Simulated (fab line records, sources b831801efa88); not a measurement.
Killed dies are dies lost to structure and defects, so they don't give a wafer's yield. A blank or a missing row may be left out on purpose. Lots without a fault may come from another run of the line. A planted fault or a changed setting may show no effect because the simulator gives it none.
fab line records | flow sky130
record lots=6 wafers=18 last_day=50
route steps=708 shown VIA4@640 METAL5@661 PASSIVATION@681 PAD_OPEN@708
lots that met no fault: from a run of the same line without faults
start_h: hours from the record's first day to the start of the lot's first wafer shown | wait_h: hours since the lot's step before | " the same as in the row above | L1.1+2: a row that stands for several wafers | - no value, or no start given | * or withheld: withheld | < > ~ a bound
route shown NAME@n: a module of which the file shows steps, and the number in the route of the first | usual: mean/standard deviation of fault-free wafers | same: alike in all rows | chamber/n: place in a boat | sites: the reading at each site | _std_site: their standard deviation | _edge_site: outer sites' mean less inner sites' | radius_mm: how far each site lies from the wafer's centre | mask NAME#n: copy n | behind: the tool/chamber that last shaped the wafer | hold: why the lot was held/for how many hours/how that ended | device: the transistor (n, p or np) that didn't switch | end of line: the same wafers' tests at the end of the route | a step without rows: its recipe alone | killed: dies lost to structure and defects at the first sort, not the wafer's yield | map: a wafer's dies, x killed, . not, _ none there
set.NAME: the setting as run; set.NAME@STEP: as run at that earlier step | model.NAME: the simulator's own value behind a step, which no gauge read
lots at some steps of the route; a table a step, a row a wafer
services: from which hour (start_h, from the record's first day; less than 0 if before it) a tool's chamber was out of use, for how many hours, and why
## steps
# step SKY_VIA4_THK_MEAS_01
# recipe reads=SiO2_of_VIA4_HDPCVD_00
# usual VIA4_HDPCVD_THK=1745/22
# columns lot.wafer tool chamber start_h wait_h VIA4_HDPCVD_THK[nm]
L158.1 film_metro-03 - 1048.16 0.1 1732
L158.4 " - " " 1716
L158.6 " - " " 1769
L159.2 film_metro-02 - 1062.45 0.1 1734
L159.3 " - " " 1786
L159.4 " - " " 1762
L167.1 film_metro-02 - 1102.27 0.1 1731
L167.3 " - " " 1725
L167.5 " - " " 1744
L168.3 film_metro-01 - 1107.37 0.1 1722
L168.5 " - " " 1744
L168.6 " - " " 1727
L170.1 film_metro-03 - 1113.03 0.1 1715
L170.4 " - " " 1760
L170.6 " - " " 1754
L172.2 film_metro-03 - 1130.14 0.1 1759
L172.3 " - " " 1760
L172.4 " - " " 1744
# step SKY_VIA4_CMP_02
# recipe material=SiO2 down_force_psi=4 platen_rpm=60 pad_velocity_m_s=0.94248
# step SKY_VIA4_BOW_MEAS_03
# recipe mode=bow
# usual VIA4_BOW=80/8.7
# columns lot.wafer tool chamber start_h wait_h VIA4_BOW[um]
L158.1 film_metro-02 - 1048.52 0.1 74
L158.4 " - " " 92
L158.6 " - " " 88
L159.2 film_metro-01 - 1062.95 0.3 84
L159.3 " - " " 84
L159.4 " - " " 85
L167.1 film_metro-01 - 1102.63 0.2 79
L167.3 " - " " 67
L167.5 " - " " 59
L168.3 film_metro-02 - 1107.84 0.3 77
L168.5 " - " " 91
L168.6 " - " " 65
L170.1 film_metro-02 - 1113.39 0.1 76
L170.4 " - " " 82
L170.6 " - " " 86
L172.2 film_metro-02 - 1132.23 0.1 73
L172.3 " - " " 86
L172.4 " - " " 85
# step SKY_VIA4_DEHYDRATE_04
# recipe temp_c=200 time_s=60
# step SKY_VIA4_HMDS_05
# recipe prime_time_s=60 prime_temp_c=120
# step SKY_VIA4_COAT_06
# recipe resist=NOVOLAK spin_rpm=3000 resist_thk_nm=1140
# step SKY_VIA4_SOFTBAKE_07
# recipe temp_c=90 time_s=60 resist=NOVOLAK
# step SKY_VIA4_EXPOSE_08
# recipe mask_id=VIM4 na=0.6 source_shape=conventional sigma_outer=0.6 polarization=unpolarized target_cd_nm=800 dose_mj=130.3
# step SKY_VIA4_PEB_09
# recipe temp_c=withheld time_s=* resist=NOVOLAK
# step SKY_VIA4_DEVELOP_10
# recipe resist=NOVOLAK developer=TMAH develop_time_s=60 dev_temp_c=23
# step SKY_VIA4_OVL_MEAS_11
# usual VIA4_OVL=0.2/1.3
# columns lot.wafer tool chamber start_h wait_h VIA4_OVL[nm]
L158.1 overlay-01 - 1070.60 0.1 -0.9
L158.4 " - " " -0.8
L158.6 " - " " -1.3
L159.2 overlay-02 - 1084.26 0.1 -1.1
L159.3 " - " " -0.5
L159.4 " - " " -1.5
L167.1 overlay-01 - 1122.98 0.1 2.1
L167.3 " - " " 1.5
L167.5 " - " " 2.8
L168.3 overlay-02 - 1127.37 0.1 -2.3
L168.5 " - " " 0.2
L168.6 " - " " -2.7
L170.1 overlay-01 - 1132.38 0.1 -1.8
L170.4 " - " " -1.7
L170.6 " - " " -2.5
L172.2 overlay-01 - 1151.46 0.1 2.8
L172.3 " - " " 1.5
L172.4 " - " " 0.4
# step SKY_VIA4_ETCH_12
# recipe target=SiO2 chemistry=C4F8/O2/Ar stop_on=TiN mask_material=NOVOLAK source_w=1500 bias_w=1200 pressure_mtorr=40 c4f8_flow_sccm=withheld O2_flow_sccm=6 Ar_flow_sccm=300 time_s=withheld target_depth_a=5800
# usual oes_product_au=0.925/0.0046
# columns lot.wafer tool chamber start_h wait_h oes_product_au
L158.1 rie_diel-03 3 1070.64 0.0 0.919
L158.4 " 1 " " 0.924
L158.6 " 1 " " 0.923
L159.2 rie_diel-01 1 1084.29 0.0 0.922
L159.3 " 2 " " 0.926
L159.4 " 0 " " 0.927
L167.1 rie_diel-04 3 1123.02 0.0 0.931
L167.3 " 1 " " 0.933
L167.5 " 3 " " 0.920
L168.3 rie_diel-04 1 1127.39 0.0 0.924
L168.5 " 3 " " 0.926
L168.6 " 1 " " 0.916
L170.1 rie_diel-03 1 1132.42 0.0 0.925
L170.4 " 3 " " 0.920
L170.6 " 0 " " 0.923
L172.2 rie_diel-01 0 1151.49 0.0 0.937
L172.3 " 3 " " 0.934
L172.4 " 1 " " 0.929
# step SKY_VIA4_STRIP_13
# recipe chemistry=O2/N2 power_w=1400 pressure_mtorr=1500 platen_temp_c=withheld o2_flow_sccm=3000 n2_flow_sccm=300 overash_fraction=0.5
# usual drypump_motor_current_A=5.8/0.43 oes_product_au=0.710/0.0043 strip_time_to_endpoint_s=12.81/0.033
# same overash_fraction=0.5
# columns lot.wafer tool chamber start_h wait_h drypump_motor_current_A oes_product_au rf_hours_counter_h strip_time_to_endpoint_s
L158.1 plasma_asher-04 1 1070.71 - 5.7 0.720 91 12.83
L158.4 " 0 " " 6.0 0.709 - 12.83
L158.6 " 0 " " 6.0 0.707 - 12.82
L159.2 plasma_asher-01 1 1084.36 - 5.4 0.705 35 12.79
L159.3 " 0 " " 6.3 0.717 - 12.79
L159.4 " 1 " " 5.4 0.712 - 12.77
L167.1 plasma_asher-01 0 1123.09 - 6.3 0.713 39 12.86
L167.3 " 0 " " 6.3 0.713 - 12.79
L167.5 " 1 " " 5.4 0.711 - 12.88
L168.3 plasma_asher-01 0 1127.50 - 6.4 0.707 - 12.82
L168.5 " 1 " " 5.4 0.711 - 12.83
L168.6 " 0 " " 6.4 0.711 - 12.80
L170.1 plasma_asher-04 1 1132.49 - 5.7 0.708 97 12.78
L170.4 " 0 " " 6.0 0.711 - 12.77
L170.6 " 0 " " 6.0 0.706 - 12.84
L172.2 plasma_asher-04 0 1151.56 - 6.0 0.713 99 12.79
L172.3 " 0 " " 6.0 0.709 - 12.77
L172.4 " 1 " " 5.7 0.711 - 12.79
# step SKY_VIA4_STRIP_14
# recipe chemistry=post_etch_residue_remover time_s=1200 temp_c=72.5
# step SKY_VIA4_CLEAN_15
# recipe chemistry=IPA time_s=180 temp_c=25
# step SKY_VIA4_CLEAN_16
# recipe chemistry=O3/DIW dry=n2_spin
# step SKY_VIA4_SPUTTER_17
# recipe material=TiN target_thk_nm=20 chamber_pressure_pa=5 power_w=4000 time_s=80
# step SKY_VIA4_CVD_18
# recipe material=W target_thk_nm=505 time_s=152.14 temp_c=400 pressure_torr=40
# step SKY_VIA4_RS_MEAS_19
# recipe thk_meas_gauge=four-point-probe reads=W_of_VIA4_CVD_18+TiN_of_VIA4_SPUTTER_17
# usual VIA4_W_RS=0.225/0.004
# columns lot.wafer tool chamber start_h wait_h VIA4_W_RS[ohm/sq]
L158.1 film_metro-03 - 1071.55 0.1 0.224
L158.4 " - " " 0.225
L158.6 " - " " 0.223
L159.2 film_metro-02 - 1085.22 0.1 0.227
L159.3 " - " " 0.225
L159.4 " - " " 0.227
L167.1 film_metro-02 - 1124.64 0.1 0.228
L167.3 " - " " 0.219
L167.5 " - " " 0.221
L168.3 film_metro-02 - 1128.45 0.1 0.229
L168.5 " - " " 0.228
L168.6 " - " " 0.227
L170.1 film_metro-01 - 1133.70 0.1 0.227
L170.4 " - " " 0.226
L170.6 " - " " 0.227
L172.2 film_metro-02 - 1152.40 0.1 0.226
L172.3 " - " " 0.228
L172.4 " - " " 0.228
# step SKY_VIA4_THK_MEAS_20
# recipe thk_meas_gauge=xrf reads=W_of_VIA4_CVD_18
# usual VIA4_W_THK=498/9.9
# columns lot.wafer tool chamber start_h wait_h VIA4_W_THK[nm]
L158.1 film_metro-03 - 1071.67 0.1 497
L158.4 " - " " 500
L158.6 " - " " 501
L159.2 film_metro-02 - 1085.33 0.1 489
L159.3 " - " " 492
L159.4 " - " " 488
L167.1 film_metro-02 - 1124.76 0.1 486
L167.3 " - " " 505
L167.5 " - " " 500
L168.3 film_metro-02 - 1128.55 0.1 488
L168.5 " - " " 489
L168.6 " - " " 489
L170.1 film_metro-01 - 1133.82 0.1 498
L170.4 " - " " 496
L170.6 " - " " 498
L172.2 film_metro-02 - 1152.51 0.1 489
L172.3 " - " " 486
L172.4 " - " " 489
# step SKY_VIA4_CMP_21
# recipe stop_on=SiO2 t_overpolish_s=25 down_force_psi=3.5 platen_rpm=60 target_thk_nm=0 pad_velocity_m_s=0.94248
# step SKY_METAL5_SPUTTER_00
# recipe material=Ti target_thk_nm=15 power_w=3000 time_s=10 chamber_pressure_pa=0.4
# step SKY_METAL5_SPUTTER_01
# recipe material=TiN target_thk_nm=20 power_w=6500 time_s=16.7 chamber_pressure_pa=0.4
# usual throttle_valve_pct=30.1/0.61
# columns lot.wafer tool chamber start_h wait_h throttle_valve_pct
L158.1 pvd_sputter-03 - 1072.14 0.0 29.8
L158.4 " - " " 29.2
L158.6 " - " " 29.6
L159.2 pvd_sputter-04 - 1086.17 0.0 29.5
L159.3 " - " " 29.6
L159.4 " - " " 29.7
L167.1 pvd_sputter-02 - 1125.81 0.0 30.8
L167.3 " - " " 30.1
L167.5 " - " " 30.3
L168.3 pvd_sputter-03 - 1131.55 0.0 30.9
L168.5 " - " " 29.7
L168.6 " - " " 30.0
L170.1 pvd_sputter-03 - 1134.20 0.0 30.9
L170.4 " - " " 29.4
L170.6 " - " " 29.8
L172.2 pvd_sputter-04 - 1152.92 0.0 29.3
L172.3 " - " " 29.6
L172.4 " - " " 28.9
# step SKY_METAL5_SPUTTER_02
# recipe material=AlCu target_thk_nm=1150 power_w=10600 time_s=61.2 chamber_pressure_pa=0.4
# step SKY_METAL5_SPUTTER_03
# recipe material=Ti target_thk_nm=5 power_w=3000 time_s=3.408 chamber_pressure_pa=0.4
# step SKY_METAL5_SPUTTER_04
# recipe material=TiN target_thk_nm=70 power_w=6500 time_s=58.3 chamber_pressure_pa=0.4
# usual throttle_valve_pct=30.1/0.62
# columns lot.wafer tool chamber start_h wait_h throttle_valve_pct
L158.1 pvd_sputter-03 - 1072.23 0.0 29.8
L158.4 " - " " 28.8
L158.6 " - " " 29.8
L159.2 pvd_sputter-04 - 1086.26 0.0 29.6
L159.3 " - " " 29.4
L159.4 " - " " 29.8
L167.1 pvd_sputter-02 - 1125.91 0.0 31.0
L167.3 " - " " 30.1
L167.5 " - " " 30.4
L168.3 pvd_sputter-03 - 1131.64 0.0 31.0
L168.5 " - " " 29.6
L168.6 " - " " 29.8
L170.1 pvd_sputter-03 - 1134.30 0.0 31.2
L170.4 " - " " 29.1
L170.6 " - " " 29.5
L172.2 pvd_sputter-04 - 1153.01 0.0 29.2
L172.3 " - " " 29.5
L172.4 " - " " 29.2
# step SKY_METAL5_RS_MEAS_05
# recipe thk_meas_gauge=four-point-probe reads=TiN_of_METAL5_SPUTTER_04+Ti_of_METAL5_SPUTTER_03+AlCu_of_METAL5_SPUTTER_02+TiN_of_METAL5_SPUTTER_01+Ti_of_METAL5_SPUTTER_00
# usual METAL5_ALCU_RS=0.0271/0.00036
# columns lot.wafer tool chamber start_h wait_h METAL5_ALCU_RS[ohm/sq]
L158.1 film_metro-02 - 1072.28 0.0 0.0272
L158.4 " - " " 0.0268
L158.6 " - " " 0.0269
L159.2 film_metro-02 - 1086.33 0.0 0.0272
L159.3 " - " " 0.0278
L159.4 " - " " 0.0278
L167.1 film_metro-02 - 1125.95 0.0 0.0271
L167.3 " - " " 0.0259
L167.5 " - " " 0.0269
L168.3 film_metro-02 - 1131.73 0.1 0.0265
L168.5 " - " " 0.0267
L168.6 " - " " 0.0266
L170.1 film_metro-02 - 1134.35 0.0 0.0268
L170.4 " - " " 0.0268
L170.6 " - " " 0.0268
L172.2 film_metro-04 - 1153.08 0.0 0.0270
L172.3 " - " " 0.0268
L172.4 " - " " 0.0270
# step SKY_METAL5_THK_MEAS_06
# recipe thk_meas_gauge=xrf reads=AlCu_of_METAL5_SPUTTER_02
# usual METAL5_ALCU_THK=1171/16
# columns lot.wafer tool chamber start_h wait_h METAL5_ALCU_THK[nm]
L158.1 film_metro-02 - 1072.40 0.1 1157
L158.4 " - " " 1180
L158.6 " - " " 1171
L159.2 film_metro-02 - 1086.44 0.1 1159
L159.3 " - " " 1132
L159.4 " - " " 1145
L167.1 film_metro-02 - 1126.07 0.1 1170
L167.3 " - " " 1210
L167.5 " - " " 1167
L168.3 film_metro-02 - 1131.83 0.1 1207
L168.5 " - " " 1191
L168.6 " - " " 1193
L170.1 film_metro-02 - 1134.47 0.1 1183
L170.4 " - " " 1187
L170.6 " - " " 1181
L172.2 film_metro-04 - 1153.19 0.1 1176
L172.3 " - " " 1182
L172.4 " - " " 1173
# step SKY_METAL5_DEHYDRATE_07
# recipe temp_c=200 time_s=60
# step SKY_METAL5_HMDS_08
# recipe prime_time_s=60 prime_temp_c=120
# step SKY_METAL5_COAT_09
# recipe resist=NOVOLAK spin_rpm=3000 resist_thk_nm=1800
# step SKY_METAL5_SOFTBAKE_10
# recipe temp_c=90 time_s=60 resist=NOVOLAK
# step SKY_METAL5_EXPOSE_11
# recipe mask_id=MM5 na=0.6 source_shape=conventional sigma_outer=0.6 polarization=unpolarized target_cd_nm=1600 dose_mj=190
# step SKY_METAL5_PEB_12
# recipe temp_c=withheld time_s=* resist=NOVOLAK
# step SKY_METAL5_DEVELOP_13
# recipe resist=NOVOLAK developer=TMAH develop_time_s=60 dev_temp_c=23
# step SKY_METAL5_DESCUM_14
# recipe chemistry=O2 source_power_w=150 bias_power_w=0 pressure_mtorr=10 temp_c=40 time_s=11
# step SKY_METAL5_METAL_ETCH_15
# recipe target_depth_a=12600 stop_on=SiO2 over_etch_frac=0.2 time_s=252 chemistry=Cl2/BCl3 resist_sidewall_deg=86 pressure_mtorr=10 icp_w=900 bias_w=48.5 Cl2_flow_sccm=60 bcl3_flow_sccm=30
# usual drypump_motor_current_A=5.6/0.55 oes_product_au=0.894/0.0049 throttle_valve_pct=22.264/0.0083
# columns lot.wafer tool chamber start_h wait_h drypump_motor_current_A oes_product_au rf_hours_counter_h throttle_valve_pct
L158.1 rie_metal-04 0 1093.38 0.0 5.1 0.890 20 22.260
L158.4 " 0 " " 5.1 0.897 - 22.276
L158.6 " 1 " " 5.2 0.899 - 22.266
L159.2 rie_metal-04 0 1106.33 0.0 5.0 0.889 21 22.248
L159.3 " 0 " " 5.0 0.892 - 22.281
L159.4 " 1 " " 5.1 0.896 - 22.264
L167.1 rie_metal-02 0 1144.32 0.0 6.6 0.890 17 22.263
L167.3 " 0 " " 6.6 0.898 - 22.260
L167.5 " 0 " " 6.6 0.896 - 22.247
L168.3 rie_metal-04 1 1150.61 0.1 5.1 0.894 - 22.276
L168.5 " 1 " " 5.2 0.899 - 22.262
L168.6 " 0 " " 5.1 0.892 - 22.268
L170.1 rie_metal-04 1 1153.64 0.0 5.1 0.892 12 22.268
L170.4 " 1 " " 5.1 0.895 - 22.283
L170.6 " 1 " " 5.1 0.900 - 22.256
L172.2 rie_metal-04 0 1170.92 0.0 5.1 0.899 27 22.256
L172.3 " 0 " " 5.1 0.896 - 22.256
L172.4 " 1 " " 5.1 0.895 - 22.267
# step SKY_METAL5_STRIP_16
# recipe chemistry=O2/N2 power_w=1400 pressure_mtorr=1500 platen_temp_c=withheld o2_flow_sccm=3000 n2_flow_sccm=300 overash_fraction=0.5
# step SKY_METAL5_STRIP_17
# recipe chemistry=post_etch_residue_remover time_s=1200 temp_c=72.5
# step SKY_METAL5_CLEAN_18
# recipe chemistry=IPA time_s=180 temp_c=25
# step SKY_METAL5_CLEAN_19
# recipe chemistry=O3/DIW dry=n2_spin
# step SKY_PASSIVATION_CVD_00
# recipe material=SiO2 target_thk_nm=90 temp_c=400 time_s=withheld rf_w=600
# usual heater_power_w=702/90
# columns lot.wafer tool chamber start_h wait_h heater_power_w
L158.1 pecvd-03 1 1094.21 0.0 600
L158.4 " 2 " " 697
L158.6 " 1 " " 588
L159.2 pecvd-03 0 1107.16 0.0 783
L159.3 " 1 " " 744
L159.4 " 0 " " 815
L167.1 pecvd-02 0 1145.15 0.0 612
L167.3 " 2 " " 819
L167.5 " 1 " " 760
L168.3 pecvd-03 1 1151.36 0.0 713
L168.5 " 2 " " 576
L168.6 " 1 " " 683
L170.1 pecvd-03 1 1154.47 0.0 667
L170.4 " 1 " " 664
L170.6 " 0 " " 827
L172.2 pecvd-03 2 1171.92 0.0 590
L172.3 " 1 " " 716
L172.4 " 0 " " 825
# step SKY_PAD_OPEN_PROBE_99
# usual defect_limited_yield=82.4/1.9 killed_at_M0_to_M3=43/7.5 killed_at_M4_up=3.2/1.9 killed_at_contacts=24/4.9 killed_at_front_end=15/4.3 killed_at_other=0.4/0.72 killed_dies=86/9.1 killed_on_rim=17/3.8 killed_open=47/6.5 killed_short=39/6.5 sort_bin_3_pad_short=0.9/0.43 sort_bin_5_function=10.4/1.3 sort_bin_6_memory=6.3/1.2 sort_n_pass=406/9.1 sort_yield_pct=82.4/1.9
# same gross_dies=492 killed_at_back_side=0 sort_bin_4_leakage[%]=0 sort_bin_8_speed[%]=0
# columns lot.wafer tool chamber start_h wait_h defect_limited_yield[%] killed_at_M0_to_M3 killed_at_M4_up killed_at_contacts killed_at_front_end killed_at_other killed_dies killed_on_rim killed_open killed_short sort_bin_3_pad_short[%] sort_bin_5_function[%] sort_bin_6_memory[%] sort_n_pass sort_yield_pct[%] model.etest.tester.sort_n_pass model.etest.tester.sort_yield_pct model.etest.tester.sort_bin_5_pct model.etest.tester.sort_bin_3_pct
L158.1 prober-02 - 1136.38 0.1 81.5 34 6 30 21 0 91 21 52 39 0.2 12.0 6.3 401 81.5 401 81.5 11.99 0.2033
L158.4 prober-02 - 1136.53 0.2 83.7 39 4 19 18 0 80 12 46 34 0.8 8.5 6.9 412 83.7 412 83.74 8.537 0.813
L158.6 prober-02 - 1136.63 0.2 82.7 42 2 24 17 0 85 17 42 43 1.0 9.6 6.7 407 82.7 407 82.72 9.553 1.016
L159.2 prober-01 - 1148.83 0.1 82.1 44 2 28 14 0 88 22 56 32 1.8 8.7 7.3 404 82.1 404 82.11 8.74 1.829
L159.3 prober-01 - 1148.88 0.2 82.9 42 1 18 23 0 84 15 42 40 0.8 10.0 6.3 408 82.9 408 82.93 9.959 0.813
L159.4 prober-01 - 1148.93 0.2 77.6 62 2 27 19 0 110 25 55 55 1.0 11.6 9.8 382 77.6 382 77.64 11.59 1.016
L167.1 prober-01 - 1184.15 0.1 70.9 39 52 35 17 0 143 29 55 37 4.5 16.5 8.1 349 70.9 349 70.94 16.46 4.472
L167.3 prober-01 - 1184.25 0.2 71.3 35 59 33 14 0 141 32 48 38 5.5 15.0 8.1 351 71.3 351 71.34 15.04 5.488
L167.5 prober-01 - 1184.35 0.2 80.7 47 7 21 19 1 95 20 41 49 0.4 11.2 7.7 397 80.7 397 80.69 11.18 0.4065
L168.3 prober-02 - 1188.42 0.2 72.6 46 58 19 11 1 135 27 50 30 4.7 15.4 7.3 357 72.6 357 72.56 15.45 4.675
L168.5 prober-02 - 1188.52 0.2 82.7 40 2 28 15 0 85 22 42 43 0.6 9.1 7.5 407 82.7 407 82.72 9.146 0.6098
L168.6 prober-02 - 1188.57 0.2 73.6 40 55 19 16 0 130 24 41 37 3.3 17.7 5.5 362 73.6 362 73.58 17.68 3.252
L170.1 prober-01 - 1191.11 0.1 86.0 25 1 27 16 0 69 9 42 27 0.4 10.4 3.3 423 86.0 423 85.98 10.37 0.4065
L170.4 prober-01 - 1191.26 0.2 84.6 43 3 20 10 0 76 15 40 36 0.8 9.6 5.1 416 84.6 416 84.55 9.553 0.813
L170.6 prober-01 - 1191.36 0.2 80.5 57 3 23 13 0 96 23 48 44 1.0 11.8 6.7 396 80.5 396 80.49 11.79 1.016
L172.2 prober-02 - 1206.44 0.1 83.7 38 1 28 13 0 80 10 42 37 0 8.7 7.5 412 83.7 412 83.74 8.74 0
L172.3 prober-02 - 1206.49 0.2 84.1 29 2 36 10 1 78 10 42 35 1.6 10.2 4.1 414 84.1 414 84.15 10.16 1.626
L172.4 prober-02 - 1206.54 0.2 83.9 34 4 25 15 1 79 24 49 29 0.4 9.6 6.1 413 83.9 413 83.94 9.553 0.4065
# killed by level:class
L158.1 CONTACT:geometric_particle:open=15 VIA1:geometric_particle:open=10 VIA2:geometric_particle:open=8 POLY_GATE:geometric_particle:open=6 LI_CONTACT:geometric_particle:open=6 FIELD_ISO:geometric_particle:short=5 CONTACT:geometric_particle:short=5 METAL4:geometric_particle:short=5
L158.4 VIA1:geometric_particle:open=9 FIELD_ISO:geometric_particle:short=8 CONTACT:geometric_particle:open=8 VIA1:geometric_particle:short=7 LI_CONTACT:geometric_particle:open=6 VIA3:geometric_particle:open=6 FIELD_ISO:geometric_particle:open=4 METAL2:geometric_particle:short=4
L158.6 VIA1:geometric_particle:open=11 LI_CONTACT:geometric_particle:open=8 METAL2:geometric_particle:short=8 FIELD_ISO:geometric_particle:short=7 METAL1:geometric_particle:short=7 CONTACT:geometric_particle:open=7 CONTACT:geometric_particle:short=6 VIA3:geometric_particle:open=5
L159.2 CONTACT:geometric_particle:open=12 VIA1:geometric_particle:open=12 VIA2:geometric_particle:open=8 METAL2:geometric_particle:short=8 VIA1:geometric_particle:short=6 LI_CONTACT:geometric_particle:open=5 LOCAL_INTERCONNECT:geometric_particle:short=4 VIA3:geometric_particle:open=4
L159.3 VIA3:geometric_particle:open=10 FIELD_ISO:geometric_particle:open=7 METAL1:geometric_particle:short=6 CONTACT:geometric_particle:open=6 METAL2:geometric_particle:short=6 CONTACT:geometric_particle:short=5 POLY_GATE:geometric_particle:open=4 LI_CONTACT:geometric_particle:open=4
L159.4 VIA1:geometric_particle:open=18 CONTACT:geometric_particle:open=10 VIA1:geometric_particle:short=8 LOCAL_INTERCONNECT:geometric_particle:short=7 METAL2:geometric_particle:short=7 VIA3:geometric_particle:open=7 VIA2:geometric_particle:open=6 VIA3:geometric_particle:short=6
L167.1 VIA4:unspecified=51 LI_CONTACT:geometric_particle:open=12 CONTACT:geometric_particle:open=11 METAL2:geometric_particle:short=8 VIA2:geometric_particle:open=8 FIELD_ISO:geometric_particle:open=7 VIA1:geometric_particle:open=6 LOCAL_INTERCONNECT:geometric_particle:short=5
L167.3 VIA4:unspecified=54 CONTACT:geometric_particle:open=14 LI_CONTACT:geometric_particle:open=6 METAL2:geometric_particle:short=6 LOCAL_INTERCONNECT:geometric_particle:short=5 VIA1:geometric_particle:short=5 VIA2:geometric_particle:open=5 POLY_GATE:geometric_particle:open=4
L167.5 METAL1:geometric_particle:short=7 FIELD_ISO:geometric_particle:short=6 VIA2:geometric_particle:open=6 VIA3:geometric_particle:open=6 FIELD_ISO:geometric_particle:open=5 LOCAL_INTERCONNECT:geometric_particle:short=5 CONTACT:geometric_particle:short=5 VIA1:geometric_particle:open=5
L168.3 VIA4:unspecified=55 VIA1:geometric_particle:open=12 CONTACT:geometric_particle:open=9 VIA3:geometric_particle:open=7 VIA2:geometric_particle:open=5 POLY_GATE:geometric_particle:open=4 VIA1:geometric_particle:short=4 METAL2:geometric_particle:short=4
L168.5 LI_CONTACT:geometric_particle:open=8 LI_CONTACT:geometric_particle:short=7 METAL1:geometric_particle:short=7 CONTACT:geometric_particle:open=7 VIA1:geometric_particle:open=6 VIA2:geometric_particle:open=6 FIELD_ISO:geometric_particle:short=5 VIA3:geometric_particle:open=5
L168.6 VIA4:unspecified=52 VIA1:geometric_particle:open=10 CONTACT:geometric_particle:open=8 FIELD_ISO:geometric_particle:short=7 LI_CONTACT:geometric_particle:open=7 METAL2:geometric_particle:short=6 VIA2:geometric_particle:open=5 POLY_GATE:geometric_particle:short=4
L170.1 CONTACT:geometric_particle:open=9 FIELD_ISO:geometric_particle:open=8 LI_CONTACT:geometric_particle:open=7 VIA1:geometric_particle:open=6 CONTACT:geometric_particle:short=6 FIELD_ISO:geometric_particle:short=4 VIA3:geometric_particle:open=4 POLY_GATE:geometric_particle:short=3
L170.4 VIA1:geometric_particle:open=9 VIA3:geometric_particle:open=9 CONTACT:geometric_particle:short=7 LI_CONTACT:geometric_particle:open=5 CONTACT:geometric_particle:open=5 METAL1:geometric_particle:short=5 VIA1:geometric_particle:short=4 VIA2:geometric_particle:short=4
L170.6 VIA1:geometric_particle:open=13 CONTACT:geometric_particle:open=11 VIA1:geometric_particle:short=9 METAL1:geometric_particle:short=8 VIA3:geometric_particle:open=6 METAL2:geometric_particle:short=6 VIA2:geometric_particle:open=6 LI_CONTACT:geometric_particle:open=4
L172.2 LI_CONTACT:geometric_particle:open=12 VIA1:geometric_particle:open=9 CONTACT:geometric_particle:open=5 VIA1:geometric_particle:short=5 VIA2:geometric_particle:short=5 FIELD_ISO:geometric_particle:short=4 METAL1:geometric_particle:open=4 VIA3:geometric_particle:open=4
L172.3 LI_CONTACT:geometric_particle:open=10 CONTACT:geometric_particle:open=7 CONTACT:geometric_particle:short=6 LOCAL_INTERCONNECT:geometric_particle:short=6 VIA2:geometric_particle:open=6 VIA3:geometric_particle:open=6 LI_CONTACT:geometric_particle:short=4 VIA1:geometric_particle:short=4
L172.4 VIA1:geometric_particle:open=11 LI_CONTACT:geometric_particle:open=8 CONTACT:geometric_particle:open=7 VIA2:geometric_particle:open=6 FIELD_ISO:geometric_particle:open=5 CONTACT:geometric_particle:short=5 FIELD_ISO:geometric_particle:short=4 VIA1:geometric_particle:short=4
# map L167.1 (x killed, . not)
__________x....x.x.._________
________...xx..x......_______
______x.........x.x....x_____
_____..........x...x....x____
____..x...x..x....x.......___
___....xx.......xxxxxx.x.x.__
__x....xx.x........x.....x.x_
_.......x.....x......x.......
_.....x......................
_.....x........x.......x.x...
_.x..x..x...x...x.......x....
_..x.x.x.....x.x.x.x.x.xxxxxx
_...x.x....xxx.......xxxxxxxx
_x...x..x..........xxxxxxxxxx
_..x.............x...xxxxxxxx
__...x.....x.x....x.xxxxxxxx_
___......xxx.x...x...xxxxxx__
____......x....x...xx..xxx___
_____x.......x.xx.......x____
______.....x..x......xx._____
________.xxx..x....x.._______
__________........x._________
# map L168.3 (x killed, . not)
__________.x.xx...x._________
________......x......._______
______.x...........x..x._____
_____............x....x..____
____.x......x........x....___
___x.....x.....x.........x.__
__...x....x....xx..xxxx....._
_x.x....x.x..........xx......
_....x..............x...x....
_......x......xx.x....x.xxx.x
_..x.x.......x..x.x.....x..xx
_............x..x..x.x.xxxxx.
_.xx...x.....x..x..xxxxxxxxxx
_.....x..x.x.x..x...xxxxxxxxx
_.x...xx..x..x..x....xxxxxxxx
__.....x.x.....x.....xxxxxxx_
___.......x.....x.x.xxxxxxx__
____..............x..xxxxx___
_____..................xx____
______...x.x.........x.._____
________.............._______
__________.......x.._________
## services
# columns tool chamber start_h hours kind
rie_metal-02 0 1046.68 10.3 repair
rie_diel-04 - 1055.89 2.8 pm
rie_diel-03 3 1076.90 4.9 repair
rie_diel-03 2 1078.30 7.4 repair
pvd_sputter-04 1 1085.59 - consumable_replace:kit
pvd_sputter-04 1 1085.59 18.0 scheduled_down
pvd_sputter-04 1 1085.59 18.0 vent_cycle
pecvd-03 - 1088.19 0.6 repair
rie_diel-03 3 1094.45 3.5 repair
pecvd-03 2 1103.30 5.5 scheduled_down
rie_diel-04 0 1117.95 10.0 repair
plasma_asher-01 - 1119.01 2.8 pm
pvd_sputter-02 - 1123.57 1.4 repair
rie_diel-01 1 1130.50 10.2 repair
pvd_sputter-03 3 1131.69 - consumable_replace:kit
pvd_sputter-03 3 1131.69 18.0 scheduled_down
pvd_sputter-03 3 1131.69 18.0 vent_cycle
pvd_sputter-02 - 1139.18 1.3 repair
pecvd-02 0 1148.11 2.0 repair
pvd_sputter-04 - 1150.65 1.9 repair
rie_diel-04 2 1151.74 3.8 repair
rie_metal-02 - 1155.67 0.2 repair
rie_diel-03 0 1157.00 8.4 repair
plasma_asher-04 - 1160.85 9.7 repair
## key
first_sign step=SKY_PAD_OPEN_PROBE_99 reading=killed_at_M4_up direction=up sigmas=29 usual=3.2 struck=56
effect step=SKY_PAD_OPEN_PROBE_99 reading=sort_bin_3_pad_short direction=up sigmas=8.2 usual=0.9 struck=4.5
model_effect step=SKY_PAD_OPEN_PROBE_99 value=etest.tester.sort_n_pass without=400.2 struck=354.8
met_at SKY_VIA4_STRIP_13
struck_wafers L167.1,L167.3,L168.3,L168.6
onset_between 1084.36 1123.09
fault kind=chamber_particle_source tool=plasma_asher-01 chamber=0 onset_h=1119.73 steps=SKY_VIA4_STRIP_13 rate_per_visit_cm2=2.0257 end_h=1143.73
